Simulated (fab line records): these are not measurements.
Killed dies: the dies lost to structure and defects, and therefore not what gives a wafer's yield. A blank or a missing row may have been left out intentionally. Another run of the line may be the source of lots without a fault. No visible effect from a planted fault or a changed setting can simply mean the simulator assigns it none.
fab line records / flow sky130 / part 2 of 2: steps 24 to 34 of 34
[record] lots = 5 wafers = 15 last-day = 50
route steps=708 shown VIA2@519 METAL3@532 CAPM@537
lots untouched by any fault: they come from a run of this same line in which no faults occurred
start-h: start of the lot's first displayed wafer, in hours after the record's first day / wait-h: hours since the lot's step before / " unchanged from the row above / L1.1+2: one row covering several wafers at once / - value missing, or start not given / * or withheld: withheld / < > ~ a bound
route shown NAME@n: a module of which the file shows steps, and the number in the route of the first / usual: average and standard deviation across the fault-free wafers / same: alike in all rows / chamber/n: place in a boat / sites: the reading at each site / _std_site: how widely they spread, as a standard deviation / _edge_site: the outer-site mean with the inner-site mean subtracted / radius-mm: how far each site lies from the wafer's centre / mask NAME#n: copy n / behind: the tool/chamber that last shaped the wafer / hold: why the lot was held/for how many hours/how that ended / device: transistor that didn't switch, given as n, p or np / end of line: the tests these same wafers got at the end of their route / a step with no rows: only its recipe / killed: at the first sort, the dies lost to defects and structure; wafer yield is something else / map: the dies of a wafer, with x for killed, . for not killed, _ for no die there
set.NAME: the setting as run; set.NAME@STEP: as run at that earlier step / model.NAME: the simulator's own value behind a step, which no gauge read
lots at some steps of the route; a table a step, a row a wafer
services: the hour from which a tool's chamber was out of use, counted from the record's first day as start-h (under 0 if before that day), plus the number of hours and why
[[steps]]
[step SKY_CAPM_DEHYDRATE_05]
[recipe] temp-c = 200 time-s = 60
[usual] heater-power-total-W = 160.37/0.11
lot.wafer=L074.2 tool=litho-track-02 chamber=0 start-h=875.81 wait-h=12.7 heater-power-total-W=160.20
lot.wafer=L074.4 tool=litho-track-02 chamber=0 start-h=875.81 wait-h=12.7 heater-power-total-W=160.27
lot.wafer=L074.5 tool=litho-track-02 chamber=0 start-h=875.81 wait-h=12.7 heater-power-total-W=160.40
lot.wafer=L087.1 tool=litho-track-02 chamber=0 start-h=959.68 wait-h=11.6 heater-power-total-W=160.34
lot.wafer=L087.3 tool=litho-track-02 chamber=0 start-h=959.68 wait-h=11.6 heater-power-total-W=160.36
lot.wafer=L087.5 tool=litho-track-02 chamber=0 start-h=959.68 wait-h=11.6 heater-power-total-W=160.44
lot.wafer=L091.1 tool=litho-track-04 chamber=0 start-h=980.49 wait-h=11.1 heater-power-total-W=160.65
lot.wafer=L091.3 tool=litho-track-04 chamber=0 start-h=980.49 wait-h=11.1 heater-power-total-W=160.30
lot.wafer=L091.5 tool=litho-track-04 chamber=0 start-h=980.49 wait-h=11.1 heater-power-total-W=160.35
lot.wafer=L092.2 tool=litho-track-03 chamber=0 start-h=993.00 wait-h=11.1 heater-power-total-W=160.38
lot.wafer=L092.3 tool=litho-track-03 chamber=0 start-h=993.00 wait-h=11.1 heater-power-total-W=160.44
lot.wafer=L092.5 tool=litho-track-03 chamber=0 start-h=993.00 wait-h=11.1 heater-power-total-W=160.41
lot.wafer=L095.3 tool=litho-track-04 chamber=0 start-h=1024.69 wait-h=10.7 heater-power-total-W=160.38
lot.wafer=L095.4 tool=litho-track-04 chamber=0 start-h=1024.69 wait-h=10.7 heater-power-total-W=160.50
lot.wafer=L095.5 tool=litho-track-04 chamber=0 start-h=1024.69 wait-h=10.7 heater-power-total-W=160.15
[step SKY_CAPM_HMDS_06]
[recipe] prime-time-s = 60 prime-temp-c = 120
lot.wafer=L074.2+4+5 tool=litho-track-02 chamber=0 start-h=875.96 wait-h=0.1
lot.wafer=L087.1+3+5 tool=litho-track-02 chamber=0 start-h=959.83 wait-h=0.1
lot.wafer=L091.1+3+5 tool=litho-track-04 chamber=0 start-h=980.64 wait-h=0.1
lot.wafer=L092.2+3+5 tool=litho-track-03 chamber=0 start-h=993.15 wait-h=0.1
lot.wafer=L095.3+4+5 tool=litho-track-04 chamber=0 start-h=1024.84 wait-h=0.1
[step SKY_CAPM_COAT_07]
[recipe] resist = NOVOLAK spin-rpm = 3000 resist-thk-nm = 1140
lot.wafer=L074.2+4+5 tool=litho-track-02 chamber=0 start-h=876.11 wait-h=0.1
lot.wafer=L087.1+3+5 tool=litho-track-02 chamber=0 start-h=959.98 wait-h=0.1
lot.wafer=L091.1+3+5 tool=litho-track-04 chamber=0 start-h=980.79 wait-h=0.1
lot.wafer=L092.2+3+5 tool=litho-track-03 chamber=0 start-h=993.30 wait-h=0.1
lot.wafer=L095.3+4+5 tool=litho-track-04 chamber=0 start-h=1024.99 wait-h=0.1
[step SKY_CAPM_SOFTBAKE_08]
[recipe] temp-c = 90 time-s = 60 resist = NOVOLAK
[usual] heater-power-total-W = 56.59/0.04
lot.wafer=L074.2 tool=litho-track-02 chamber=0 start-h=876.26 wait-h=0.1 heater-power-total-W=56.56
lot.wafer=L074.4 tool=litho-track-02 chamber=0 start-h=876.26 wait-h=0.1 heater-power-total-W=56.53
lot.wafer=L074.5 tool=litho-track-02 chamber=0 start-h=876.26 wait-h=0.1 heater-power-total-W=56.62
lot.wafer=L087.1 tool=litho-track-02 chamber=0 start-h=960.13 wait-h=0.1 heater-power-total-W=56.61
lot.wafer=L087.3 tool=litho-track-02 chamber=0 start-h=960.13 wait-h=0.1 heater-power-total-W=56.66
lot.wafer=L087.5 tool=litho-track-02 chamber=0 start-h=960.13 wait-h=0.1 heater-power-total-W=56.61
lot.wafer=L091.1 tool=litho-track-04 chamber=0 start-h=980.94 wait-h=0.1 heater-power-total-W=56.57
lot.wafer=L091.3 tool=litho-track-04 chamber=0 start-h=980.94 wait-h=0.1 heater-power-total-W=56.60
lot.wafer=L091.5 tool=litho-track-04 chamber=0 start-h=980.94 wait-h=0.1 heater-power-total-W=56.55
lot.wafer=L092.2 tool=litho-track-03 chamber=0 start-h=993.45 wait-h=0.1 heater-power-total-W=56.63
lot.wafer=L092.3 tool=litho-track-03 chamber=0 start-h=993.45 wait-h=0.1 heater-power-total-W=56.66
lot.wafer=L092.5 tool=litho-track-03 chamber=0 start-h=993.45 wait-h=0.1 heater-power-total-W=56.62
lot.wafer=L095.3 tool=litho-track-04 chamber=0 start-h=1025.14 wait-h=0.1 heater-power-total-W=56.60
lot.wafer=L095.4 tool=litho-track-04 chamber=0 start-h=1025.14 wait-h=0.1 heater-power-total-W=56.62
lot.wafer=L095.5 tool=litho-track-04 chamber=0 start-h=1025.14 wait-h=0.1 heater-power-total-W=56.61
[step SKY_CAPM_EXPOSE_09]
[recipe] mask-id = CAPM na = 0.6 source-shape = conventional sigma-outer = 0.6 polarization = unpolarized target-cd-nm = 1000 dose-mj = 159
lot.wafer=L074.2+4+5 tool=iline-stepper-01 chamber=0 start-h=- wait-h=- mask=CAPM#0
lot.wafer=L087.1+3+5 tool=iline-stepper-01 chamber=0 start-h=- wait-h=- mask=CAPM#0
lot.wafer=L091.1+3+5 tool=iline-stepper-02 chamber=0 start-h=- wait-h=- mask=CAPM#0
lot.wafer=L092.2+3+5 tool=iline-stepper-01 chamber=0 start-h=- wait-h=- mask=CAPM#0
lot.wafer=L095.3+4+5 tool=iline-stepper-01 chamber=0 start-h=- wait-h=- mask=CAPM#0
[step SKY_CAPM_PEB_10]
[recipe] temp-c = withheld time-s = * resist = NOVOLAK
lot.wafer=L074.2+4+5 tool=litho-track-02 chamber=0 start-h=- wait-h=-
lot.wafer=L087.1+3+5 tool=litho-track-03 chamber=0 start-h=- wait-h=-
lot.wafer=L091.1+3+5 tool=litho-track-03 chamber=0 start-h=- wait-h=-
lot.wafer=L092.2+3+5 tool=litho-track-02 chamber=0 start-h=- wait-h=-
lot.wafer=L095.3+4+5 tool=litho-track-03 chamber=0 start-h=- wait-h=-
[step SKY_CAPM_DEVELOP_11]
[recipe] resist = NOVOLAK developer = TMAH develop-time-s = 60 dev-temp-c = 23
lot.wafer=L074.2+4+5 tool=litho-track-02 chamber=0 start-h=889.16 wait-h=0.1
lot.wafer=L087.1+3+5 tool=litho-track-03 chamber=0 start-h=971.38 wait-h=0.1
lot.wafer=L091.1+3+5 tool=litho-track-03 chamber=0 start-h=992.53 wait-h=0.1
lot.wafer=L092.2+3+5 tool=litho-track-02 chamber=0 start-h=1004.76 wait-h=0.1
lot.wafer=L095.3+4+5 tool=litho-track-03 chamber=0 start-h=1036.33 wait-h=0.1
[step SKY_CAPM_OVL_MEAS_12]
[usual] CAPM_OVL = 0.4/1.1
lot.wafer=L074.2 tool=overlay-01 chamber=- start-h=889.29 wait-h=0.1 CAPM_OVL[nm]=-0.4
lot.wafer=L074.4 tool=overlay-01 chamber=- start-h=889.29 wait-h=0.1 CAPM_OVL[nm]=-1.5
lot.wafer=L074.5 tool=overlay-01 chamber=- start-h=889.29 wait-h=0.1 CAPM_OVL[nm]=0.4
lot.wafer=L087.1 tool=overlay-01 chamber=- start-h=971.53 wait-h=0.1 CAPM_OVL[nm]=-0.2
lot.wafer=L087.3 tool=overlay-01 chamber=- start-h=971.53 wait-h=0.1 CAPM_OVL[nm]=-1.7
lot.wafer=L087.5 tool=overlay-01 chamber=- start-h=971.53 wait-h=0.1 CAPM_OVL[nm]=-1.2
lot.wafer=L091.1 tool=overlay-01 chamber=- start-h=992.68 wait-h=0.1 CAPM_OVL[nm]=0.1
lot.wafer=L091.3 tool=overlay-01 chamber=- start-h=992.68 wait-h=0.1 CAPM_OVL[nm]=0.2
lot.wafer=L091.5 tool=overlay-01 chamber=- start-h=992.68 wait-h=0.1 CAPM_OVL[nm]=0.6
lot.wafer=L092.2 tool=overlay-02 chamber=- start-h=1004.89 wait-h=0.1 CAPM_OVL[nm]=-0.8
lot.wafer=L092.3 tool=overlay-02 chamber=- start-h=1004.89 wait-h=0.1 CAPM_OVL[nm]=0.4
lot.wafer=L092.5 tool=overlay-02 chamber=- start-h=1004.89 wait-h=0.1 CAPM_OVL[nm]=0.8
lot.wafer=L095.3 tool=overlay-01 chamber=- start-h=1036.44 wait-h=0.1 CAPM_OVL[nm]=-0.1
lot.wafer=L095.4 tool=overlay-01 chamber=- start-h=1036.44 wait-h=0.1 CAPM_OVL[nm]=0.4
lot.wafer=L095.5 tool=overlay-01 chamber=- start-h=1036.44 wait-h=0.1 CAPM_OVL[nm]=0.6
[step SKY_CAPM_METAL_ETCH_13]
[recipe] target-depth-nm = 220 stop-on = SiO2 chemistry = Cl2/BCl3 target = TiN pressure-mtorr = 10 icp-w = 900 bias-w = 48.5 Cl2_flow_sccm = 60 bcl3-flow-sccm = 30 time-s = 62.9
[usual] bias-w = 48.49/0.16 drypump-motor-current-A = 5.3/0.31 oes-product-au = 0.916/0.0078 throttle-valve-pct = 21.918/0.01
lot.wafer=L074.2 tool=rie-metal-03 chamber=0 start-h=889.32 wait-h=0.0 bias-w=48.32 drypump-motor-current-A=5.5 oes-product-au=0.911 rf-hours-counter-h=11 throttle-valve-pct=21.910
lot.wafer=L074.4 tool=rie-metal-03 chamber=0 start-h=889.32 wait-h=0.0 bias-w=48.35 drypump-motor-current-A=5.5 oes-product-au=0.918 rf-hours-counter-h=- throttle-valve-pct=21.921
lot.wafer=L074.5 tool=rie-metal-03 chamber=1 start-h=889.32 wait-h=0.0 bias-w=48.27 drypump-motor-current-A=5.3 oes-product-au=0.908 rf-hours-counter-h=- throttle-valve-pct=21.929
lot.wafer=L087.1 tool=rie-metal-02 chamber=0 start-h=971.57 wait-h=0.0 bias-w=48.63 drypump-motor-current-A=4.9 oes-product-au=0.927 rf-hours-counter-h=13 throttle-valve-pct=21.916
lot.wafer=L087.3 tool=rie-metal-02 chamber=0 start-h=971.57 wait-h=0.0 bias-w=48.55 drypump-motor-current-A=4.9 oes-product-au=0.916 rf-hours-counter-h=- throttle-valve-pct=21.916
lot.wafer=L087.5 tool=rie-metal-02 chamber=1 start-h=971.57 wait-h=0.0 bias-w=48.97 drypump-motor-current-A=4.9 oes-product-au=0.915 rf-hours-counter-h=- throttle-valve-pct=21.923
lot.wafer=L091.1 tool=rie-metal-03 chamber=1 start-h=992.71 wait-h=0.0 bias-w=48.42 drypump-motor-current-A=5.3 oes-product-au=0.915 rf-hours-counter-h=14 throttle-valve-pct=21.911
lot.wafer=L091.3 tool=rie-metal-03 chamber=1 start-h=992.71 wait-h=0.0 bias-w=48.61 drypump-motor-current-A=5.3 oes-product-au=0.919 rf-hours-counter-h=- throttle-valve-pct=21.913
lot.wafer=L091.5 tool=rie-metal-03 chamber=0 start-h=992.71 wait-h=0.0 bias-w=48.16 drypump-motor-current-A=5.5 oes-product-au=0.932 rf-hours-counter-h=- throttle-valve-pct=21.901
lot.wafer=L092.2 tool=rie-metal-01 chamber=0 start-h=1004.92 wait-h=0.0 bias-w=48.36 drypump-motor-current-A=5.5 oes-product-au=0.920 rf-hours-counter-h=21 throttle-valve-pct=21.905
lot.wafer=L092.3 tool=rie-metal-01 chamber=0 start-h=1004.92 wait-h=0.0 bias-w=48.06 drypump-motor-current-A=5.5 oes-product-au=0.923 rf-hours-counter-h=- throttle-valve-pct=21.918
lot.wafer=L092.5 tool=rie-metal-01 chamber=1 start-h=1004.92 wait-h=0.0 bias-w=48.45 drypump-motor-current-A=5.8 oes-product-au=0.920 rf-hours-counter-h=- throttle-valve-pct=21.920
lot.wafer=L095.3 tool=rie-metal-02 chamber=0 start-h=1036.49 wait-h=0.0 bias-w=48.37 drypump-motor-current-A=4.9 oes-product-au=0.897 rf-hours-counter-h=- throttle-valve-pct=21.926
lot.wafer=L095.4 tool=rie-metal-02 chamber=1 start-h=1036.49 wait-h=0.0 bias-w=48.39 drypump-motor-current-A=4.9 oes-product-au=0.910 rf-hours-counter-h=- throttle-valve-pct=21.930
lot.wafer=L095.5 tool=rie-metal-02 chamber=0 start-h=1036.49 wait-h=0.0 bias-w=48.45 drypump-motor-current-A=4.9 oes-product-au=0.911 rf-hours-counter-h=- throttle-valve-pct=21.935
[step SKY_CAPM_STRIP_14]
[recipe] chemistry = O2/N2 power-w = 1400 pressure-mtorr = 1500 platen-temp-c = withheld o2-flow-sccm = 3000 n2-flow-sccm = 300 overash-fraction = 0.5
[usual] drypump-motor-current-A = 5.7/0.49 oes-product-au = 0.710/0.0041 strip-time-to-endpoint-s = 12.65/0.058
lot.wafer=L074.2 tool=plasma-asher-03 chamber=1 start-h=889.39 wait-h=0.1 drypump-motor-current-A=6.1 oes-product-au=0.713 rf-hours-counter-h=11 strip-time-to-endpoint-s=12.62
lot.wafer=L074.4 tool=plasma-asher-03 chamber=1 start-h=889.39 wait-h=0.1 drypump-motor-current-A=6.1 oes-product-au=0.705 rf-hours-counter-h=- strip-time-to-endpoint-s=12.61
lot.wafer=L074.5 tool=plasma-asher-03 chamber=1 start-h=889.39 wait-h=0.1 drypump-motor-current-A=6.1 oes-product-au=0.707 rf-hours-counter-h=- strip-time-to-endpoint-s=12.63
lot.wafer=L087.1 tool=plasma-asher-02 chamber=1 start-h=971.64 wait-h=0.1 drypump-motor-current-A=6.1 oes-product-au=0.709 rf-hours-counter-h=85 strip-time-to-endpoint-s=12.69
lot.wafer=L087.3 tool=plasma-asher-02 chamber=0 start-h=971.64 wait-h=0.1 drypump-motor-current-A=5.0 oes-product-au=0.710 rf-hours-counter-h=- strip-time-to-endpoint-s=12.72
lot.wafer=L087.5 tool=plasma-asher-02 chamber=0 start-h=971.64 wait-h=0.1 drypump-motor-current-A=5.0 oes-product-au=0.709 rf-hours-counter-h=- strip-time-to-endpoint-s=12.67
lot.wafer=L091.1 tool=plasma-asher-01 chamber=0 start-h=992.79 wait-h=0.1 drypump-motor-current-A=6.3 oes-product-au=0.707 rf-hours-counter-h=58 strip-time-to-endpoint-s=12.68
lot.wafer=L091.3 tool=plasma-asher-01 chamber=1 start-h=992.79 wait-h=0.1 drypump-motor-current-A=5.6 oes-product-au=0.710 rf-hours-counter-h=- strip-time-to-endpoint-s=12.58
lot.wafer=L091.5 tool=plasma-asher-01 chamber=0 start-h=992.79 wait-h=0.1 drypump-motor-current-A=6.3 oes-product-au=0.705 rf-hours-counter-h=- strip-time-to-endpoint-s=12.57
lot.wafer=L092.2 tool=plasma-asher-03 chamber=1 start-h=1004.99 wait-h=0.1 drypump-motor-current-A=6.1 oes-product-au=0.713 rf-hours-counter-h=23 strip-time-to-endpoint-s=12.62
lot.wafer=L092.3 tool=plasma-asher-03 chamber=1 start-h=1004.99 wait-h=0.1 drypump-motor-current-A=6.1 oes-product-au=0.711 rf-hours-counter-h=- strip-time-to-endpoint-s=12.63
lot.wafer=L092.5 tool=plasma-asher-03 chamber=0 start-h=1004.99 wait-h=0.1 drypump-motor-current-A=5.2 oes-product-au=0.713 rf-hours-counter-h=- strip-time-to-endpoint-s=12.67
lot.wafer=L095.3 tool=plasma-asher-01 chamber=0 start-h=1036.58 wait-h=0.1 drypump-motor-current-A=6.3 oes-product-au=0.709 rf-hours-counter-h=- strip-time-to-endpoint-s=12.64
lot.wafer=L095.4 tool=plasma-asher-01 chamber=1 start-h=1036.58 wait-h=0.1 drypump-motor-current-A=5.7 oes-product-au=0.708 rf-hours-counter-h=- strip-time-to-endpoint-s=12.64
lot.wafer=L095.5 tool=plasma-asher-01 chamber=0 start-h=1036.58 wait-h=0.1 drypump-motor-current-A=6.4 oes-product-au=0.714 rf-hours-counter-h=- strip-time-to-endpoint-s=12.66
[step SKY_CAPM_STRIP_15]
[recipe] chemistry = post-etch-residue-remover time-s = 1200 temp-c = 72.5
[usual] bath-heat-duty-pct = 14.5/1.6
lot.wafer=L074.2 tool=wet-bench-02 chamber=3 start-h=889.49 wait-h=0.1 bath-heat-duty-pct=14.8
lot.wafer=L074.4 tool=wet-bench-02 chamber=3 start-h=889.49 wait-h=0.1 bath-heat-duty-pct=15.1
lot.wafer=L074.5 tool=wet-bench-02 chamber=3 start-h=889.49 wait-h=0.1 bath-heat-duty-pct=15.1
lot.wafer=L087.1 tool=wet-bench-01 chamber=2 start-h=971.74 wait-h=0.1 bath-heat-duty-pct=13.1
lot.wafer=L087.3 tool=wet-bench-01 chamber=2 start-h=971.74 wait-h=0.1 bath-heat-duty-pct=13.1
lot.wafer=L087.5 tool=wet-bench-01 chamber=2 start-h=971.74 wait-h=0.1 bath-heat-duty-pct=12.8
lot.wafer=L091.1 tool=wet-bench-02 chamber=1 start-h=992.96 wait-h=0.1 bath-heat-duty-pct=13.4
lot.wafer=L091.3 tool=wet-bench-02 chamber=1 start-h=992.96 wait-h=0.1 bath-heat-duty-pct=14.6
lot.wafer=L091.5 tool=wet-bench-02 chamber=1 start-h=992.96 wait-h=0.1 bath-heat-duty-pct=14.9
lot.wafer=L092.2 tool=wet-bench-01 chamber=2 start-h=1005.09 wait-h=0.1 bath-heat-duty-pct=13.3
lot.wafer=L092.3 tool=wet-bench-01 chamber=2 start-h=1005.09 wait-h=0.1 bath-heat-duty-pct=14.3
lot.wafer=L092.5 tool=wet-bench-01 chamber=2 start-h=1005.09 wait-h=0.1 bath-heat-duty-pct=11.2
lot.wafer=L095.3 tool=wet-bench-02 chamber=2 start-h=1036.64 wait-h=0.0 bath-heat-duty-pct=13.0
lot.wafer=L095.4 tool=wet-bench-02 chamber=2 start-h=1036.64 wait-h=0.0 bath-heat-duty-pct=11.2
lot.wafer=L095.5 tool=wet-bench-02 chamber=2 start-h=1036.64 wait-h=0.0 bath-heat-duty-pct=11.6
[[services]]
tool=rie-diel-03 chamber=0 start-h=839.68 hours=2.6 kind=repair
tool=plasma-asher-02 chamber=- start-h=847.10 hours=3.0 kind=repair
tool=iline-stepper-01 chamber=- start-h=854.82 hours=1.7 kind=pm
tool=plasma-asher-04 chamber=- start-h=854.93 hours=2.8 kind=pm
tool=rie-diel-01 chamber=0 start-h=856.44 hours=22.0 kind=repair
tool=rie-metal-02 chamber=1 start-h=860.80 hours=12.3 kind=repair
tool=cmp-01 chamber=- start-h=885.02 hours=1.8 kind=repair
tool=wet-bench-01 chamber=- start-h=888.82 hours=5.1 kind=repair
tool=plasma-asher-01 chamber=- start-h=908.18 hours=2.8 kind=pm
tool=cmp-01 chamber=- start-h=912.00 hours=4.0 kind=pm
tool=rie-diel-01 chamber=2 start-h=915.12 hours=2.3 kind=repair
tool=cmp-01 chamber=- start-h=938.68 hours=1.7 kind=repair
tool=pecvd-01 chamber=- start-h=946.78 hours=2.8 kind=pm
tool=cmp-01 chamber=- start-h=956.46 hours=3.9 kind=pm
tool=pecvd-01 chamber=- start-h=958.79 hours=5.5 kind=pm
tool=pecvd-01 chamber=- start-h=978.17 hours=0.3 kind=repair
tool=pvd-sputter-04 chamber=- start-h=978.96 hours=110.0 kind=repair
tool=pecvd-01 chamber=2 start-h=980.67 hours=4.2 kind=repair
tool=plasma-asher-01 chamber=- start-h=983.80 hours=0.5 kind=repair
tool=pecvd-01 chamber=0 start-h=987.00 hours=6.6 kind=repair
tool=iline-stepper-01 chamber=- start-h=1009.29 hours=5.2 kind=repair
tool=cmp-01 chamber=- start-h=1012.02 hours=0.3 kind=repair
tool=pecvd-01 chamber=0 start-h=1022.18 hours=3.4 kind=repair
tool=pvd-sputter-02 chamber=- start-h=1025.53 hours=7.7 kind=repair
